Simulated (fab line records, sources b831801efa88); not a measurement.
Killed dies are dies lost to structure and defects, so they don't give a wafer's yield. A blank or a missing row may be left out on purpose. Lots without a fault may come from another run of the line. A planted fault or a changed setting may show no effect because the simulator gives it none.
Tool commonality check | flow sky130 | 13 lots, 39 wafers sampled

WHY IT WAS OPENED
At SKY_SPACER_THK_MEAS_01 the reading SPACER_CVD_00_THK is flagged on 3 of 13 lots. Wafers without a fault read 42.9 nm, standard deviation 0.44.
Rule: a lot is flagged when every wafer of it that has a number lies more than 4 standard deviations from that mean, or none has a number. The other lots count as sound.

lot  | measured     | on            | SPACER_CVD_00_THK (nm), wafer by wafer | flag
L122 | day 22 12:05 | film_metro-01 | 43.1 42.9 42.8                         |
L123 | day 22 21:07 | film_metro-01 | 43.2 43.2 43.4                         |
L124 | day 23 18:17 | film_metro-03 | 42.6 42.5 42.8                         |
L125 | day 24 00:56 | film_metro-04 | 43.2 43.1 43.0                         |
L126 | day 24 08:05 | film_metro-01 | 41.6 41.2 41.8                         |
L127 | day 24 22:02 | film_metro-04 | 42.4 43.0 42.8                         |
L128 | day 25 03:58 | film_metro-01 | 42.9 43.0 43.1                         |
L129 | day 25 11:37 | film_metro-01 | 43.2 43.1 43.4                         |
L130 | day 25 14:10 | film_metro-01 | 42.3 42.9 42.2                         |
L134 | day 27 12:55 | film_metro-03 | 42.7 42.9 42.8                         |
L136 | day 27 18:26 | film_metro-01 | 35.3 35.1 35.3                         | FLAGGED
L137 | day 28 10:14 | film_metro-04 | 34.8 34.5 34.9                         | FLAGGED
L138 | day 29 07:14 | film_metro-04 | 34.2 33.9 33.9                         | FLAGGED
The numbers of the flagged lots are 34.7 nm on average: -8.2 nm against the usual, or -19 standard deviations.

WHICH TOOL RAN EACH LOT
The record holds 1 process step before the reading, out of a route of 708 steps. In each cell: the tool, then ch and the chambers that the sampled wafers went through, then the start.
lot  | flag    | SKY_SPACER_CVD_00
L122 |         | lpcvd-02 ch 0, day 22 10:53
L123 |         | lpcvd-02 ch 1, day 22 19:55
L124 |         | lpcvd-02 ch 1, day 23 17:04
L125 |         | lpcvd-02 ch 1, day 23 23:44
L126 |         | lpcvd-02 ch 0, day 24 06:53
L127 |         | lpcvd-02 ch 0, day 24 20:50
L128 |         | lpcvd-02 ch 1, day 25 02:45
L129 |         | lpcvd-02 ch 0, day 25 10:24
L130 |         | lpcvd-02 ch 0, day 25 12:58
L134 |         | lpcvd-02 ch 1, day 27 11:05
L136 | FLAGGED | lpcvd-02 ch 1, day 27 17:14
L137 | FLAGGED | lpcvd-02 ch 0, day 28 08:26
L138 | FLAGGED | lpcvd-02 ch 1, day 29 06:02
What these steps do:
- SKY_SPACER_CVD_00: deposits Si3N4 from DCS/NH3, target thk 43.1 nm, time 740 s.
- SKY_SPACER_THK_MEAS_01

FLAGGED OVER TOTAL, TOOL BY TOOL (the gauges that took the reading come last)
step                   | tool          | lots run | flagged | share of the flagged lots | sound lots run after its first flagged lot
SKY_SPACER_CVD_00      | lpcvd-02      | 13       | 3       | all                       | 0
SKY_SPACER_THK_MEAS_01 | film_metro-01 | 7        | 1       | some                      | 0
SKY_SPACER_THK_MEAS_01 | film_metro-03 | 2        | 0       | none                      | -
SKY_SPACER_THK_MEAS_01 | film_metro-04 | 4        | 2       | some                      | 0

WHAT THE TABLE ALLOWS
1 row of the table ran every flagged lot: lpcvd-02 at SKY_SPACER_CVD_00.
- lpcvd-02 at SKY_SPACER_CVD_00: 3 of its 13 lots flagged. Its last sound lot is L134 (day 27 11:05), its first flagged lot L136 (day 27 17:14): a fault that began between those two fits. Its own readings lie more than 4 standard deviations out on every wafer of the flagged lots: pressure_mtorr.
One tool is left: lpcvd-02 at SKY_SPACER_CVD_00.

WHAT THE SIMULATOR HAD PUT IN
Process parameter drift: lpcvd-02, from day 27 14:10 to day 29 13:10, at SKY_SPACER_CVD_00. Setting pressure_mtorr, moved by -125, from 250. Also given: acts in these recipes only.
Lots struck among those shown: L136, L137, L138. The rule above found the same.
